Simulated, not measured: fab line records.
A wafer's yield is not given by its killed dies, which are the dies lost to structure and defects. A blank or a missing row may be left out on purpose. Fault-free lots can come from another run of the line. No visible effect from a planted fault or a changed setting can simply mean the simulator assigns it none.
Which tool is to blame?	flow gf180mcu	39 wafers from 13 lots sampled at 5 of the route's 602 steps

WHAT EACH GAUGE READ, for each wafer
GF_MVPSD_OVL_MEAS_07.
lot	measured	on	MVPSD_OVL (nm)
L559	day 5 01:35	overlay-02	-2.0 -0.4 -1.6
L561	day 5 10:55	overlay-01	3.8 2.3 2.1
L563	day 6 00:18	overlay-02	2.4 2.9 4.1
L564	day 6 07:40	overlay-02	1.5 2.1 2.1
L565	day 6 13:52	overlay-02	-0.9 -2.2 -0.5
L566	day 6 17:19	overlay-01	0.8 1.1 2.4
L573	day 8 13:19	overlay-01	-0.7 1.4 1.5
L575	day 9 02:46	overlay-02	-0.1 -0.6 0.6
L578	day 9 19:10	overlay-02	1.2 1.4 0.6
L579	day 10 01:52	overlay-02	-0.5 0.7 -0.9
L580	day 10 07:23	overlay-01	-0.4 -1.6 1.1
L581	day 10 14:24	overlay-02	-2.6 -2.1 -0.8
L582	day 10 21:05	overlay-02	0.3 -2.5 -2.0

GF_VT_IMPLANT_RS_MEAS_48: uses a four-point probe to measure.
lot	measured	on	LVPWELL_RS (ohm/sq)
L559	day 7 15:51	film metro-02	1195.3 1191.3 1195.7
L561	day 8 01:29	film metro-01	1200.2 1199.9 1198.1
L563	day 8 17:22	film metro-01	1197.4 1200.3 1198.2
L564	day 9 01:52	film metro-01	1195.4 1191.1 1194.5
L565	day 9 12:32	film metro-01	1198.1 1199.1 1196.6
L566	day 9 12:46	film metro-02	1193.4 1193.1 1194.0
L573	day 11 13:58	film metro-01	1197.2 1196.8 1196.7
L575	day 12 05:29	film metro-03	1192.0 1200.8 1195.4
L578	day 13 00:02	film metro-01	1194.4 1194.7 1197.0
L579	day 13 07:05	film metro-02	1200.5 1198.6 1196.6
L580	day 13 13:16	film metro-01	1200.8 1197.5 1199.6
L581	day 13 20:36	film metro-01	1195.3 1200.0 1193.7
L582	day 14 05:47	film metro-02	1193.1 1192.8 1194.1

GF_DUAL_GATE_THK_MEAS_03.
lot	measured	on	DUAL_GATE_OXIDATION_00_THK (nm)
L559	day 7 17:41	film metro-02	10.87 11.01 11.00
L561	day 8 03:22	film metro-03	11.03 10.71 11.07
L563	day 8 19:57	film metro-03	11.20 11.12 11.05
L564	day 9 03:44	film metro-04	11.96 11.96 11.83
L565	day 9 14:28	film metro-02	10.67 10.76 10.74
L566	day 9 15:57	film metro-02	12.05 12.10 12.05
L573	day 11 16:23	film metro-03	10.89 10.63 10.89
L575	day 12 09:32	film metro-03	10.73 10.61 10.59
L578	day 13 01:54	film metro-02	10.96 11.19 11.07
L579	day 13 09:04	film metro-02	10.76 10.98 10.89
L580	day 13 15:07	film metro-02	10.63 10.77 10.52
L581	day 13 22:28	film metro-02	10.60 10.70 10.73
L582	day 14 08:17	film metro-04	11.00 11.01 11.11

WHAT TOOL EACH LOT RAN ON (gives the tool, then ch and the chambers of the sampled wafers, and finally the start)
lot	GF_VT_IMPLANT_STRIP_20	GF_DUAL_GATE_OXIDATION_02
L559	plasma asher-03 ch 0,1, day 6 07:17	furnace-01 ch 0, day 7 16:13
L561	plasma asher-03 ch 0,1, day 6 16:33	furnace-01 ch 0, day 8 01:55
L563	plasma asher-03 ch 0,1, day 7 07:20	furnace-02 ch 0, day 8 18:29
L564	plasma asher-02 ch 0,1, day 7 15:32	furnace-02 ch 0, day 9 02:17
L565	plasma asher-03 ch 0,1, day 8 01:50	furnace-01 ch 0, day 9 13:01
L566	plasma asher-04 ch 1, day 8 01:53	furnace-02 ch 0, day 9 14:31
L573	plasma asher-04 ch 0,1, day 9 23:53	furnace-01 ch 0, day 11 14:56
L575	plasma asher-02 ch 0,1, day 10 15:17	furnace-02 ch 0, day 12 08:06
L578	plasma asher-02 ch 0,1, day 11 08:05	furnace-02 ch 0, day 13 00:28
L579	plasma asher-02 ch 0,1, day 11 14:40	furnace-02 ch 0, day 13 07:36
L580	plasma asher-04 ch 0,1, day 11 20:32	furnace-02 ch 0, day 13 13:41
L581	plasma asher-03 ch 0,1, day 12 04:20	furnace-01 ch 0, day 13 21:00
L582	plasma asher-04 ch 0,1, day 12 12:16	furnace-02 ch 0, day 14 06:49
- GF_VT_IMPLANT_STRIP_20: strips in O2/N2.
- GF_DUAL_GATE_OXIDATION_02: stabilise 600 s, purge 300 s, target thk 10.887 nm.

WHAT THE TOOLS THEMSELVES READ (means of the sampled wafers that have a number; where no wafer has one, the mark that the record gives instead)
GF_VT_IMPLANT_STRIP_20.
lot	tool	drypump motor current A (A)	heater power w (W)	oes product au (a.u.)	strip time to endpoint s (s)
L559	plasma asher-03	6.3	297	0.721	12.62
L561	plasma asher-03	6.3	299	0.716	12.55
L563	plasma asher-03	6.3	296	0.714	12.59
L564	plasma asher-02	5.9	309	0.717	12.64
L565	plasma asher-03	6.3	302	0.717	12.60
L566	plasma asher-04	6.2	336	0.713	12.61
L573	plasma asher-04	5.4	325	0.719	12.62
L575	plasma asher-02	5.9	327	0.716	12.62
L578	plasma asher-02	5.9	328	0.717	12.58
L579	plasma asher-02	5.9	313	0.720	12.63
L580	plasma asher-04	5.5	326	0.718	12.59
L581	plasma asher-03	6.5	350	0.721	12.62
L582	plasma asher-04	5.8	329	0.714	12.57

GF_DUAL_GATE_OXIDATION_02.
lot	tool	spike tc bottom C (C)	spike tc centre C (C)	spike tc lower C (C)	spike tc top C (C)	spike tc upper C (C)
L559	furnace-01	915.4	900.8	900.3	910.6	896.9
L561	furnace-01	915.9	900.5	900.9	909.9	897.3
L563	furnace-02	917.7	901.2	899.2	916.3	901.2
L564	furnace-02	925.5	907.9	908.9	924.1	908.5
L565	furnace-01	915.2	901.8	899.6	909.9	898.7
L566	furnace-02	925.6	907.8	908.5	924.2	909.2
L573	furnace-01	916.0	900.7	901.0	910.8	899.4
L575	furnace-02	916.9	900.7	899.5	916.0	899.8
L578	furnace-02	918.4	899.0	899.7	916.4	900.4
L579	furnace-02	917.8	899.6	899.7	915.7	899.1
L580	furnace-02	917.1	899.2	899.7	914.8	901.0
L581	furnace-01	916.1	899.8	901.0	910.1	898.8
L582	furnace-02	918.5	900.2	900.6	915.5	900.4

THE ANSWER, worked out from the rows above alone
Rule: the usual values come from the lots themselves. The widest of any qualifying gaps counts: lots, ordered by their means at a reading, are off when they make up no more than a third of the lots, leave a main group of 4 or more, and stand apart from it by 3 or more times the standard deviation of that group's means. The tables above print the reading to a certain number of digits; a main group whose means all agree to those digits is not used. Also off: a lot with no number at a reading for which 4 or more lots have one. Where the step has rows for the other lots, those lots are counted as sound. First the gauges in route order, then the tools' own readings, where a lot's mean is used as printed above. At the first step where some lot is off, the reading lying furthest off is the one used; lots without a number count as furthest.
Off: L564, L566, at GF_DUAL_GATE_THK_MEAS_03 (DUAL_GATE_OXIDATION_00_THK). The main group has a mean of 10.86 nm with a standard deviation of 0.17.
A tool fits if, at a process step before that reading, it ran every lot that is off, and no sound lot after the first of them. Not tried: the gauges at GF_DUAL_GATE_THK_MEAS_03; whatever is off there is also off at GF_DUAL_GATE_OXIDATION_02, on other tools, and gauge error can't account for it. Of those tried, none fits.

WHAT WAS PUT IN BY THE SIMULATOR
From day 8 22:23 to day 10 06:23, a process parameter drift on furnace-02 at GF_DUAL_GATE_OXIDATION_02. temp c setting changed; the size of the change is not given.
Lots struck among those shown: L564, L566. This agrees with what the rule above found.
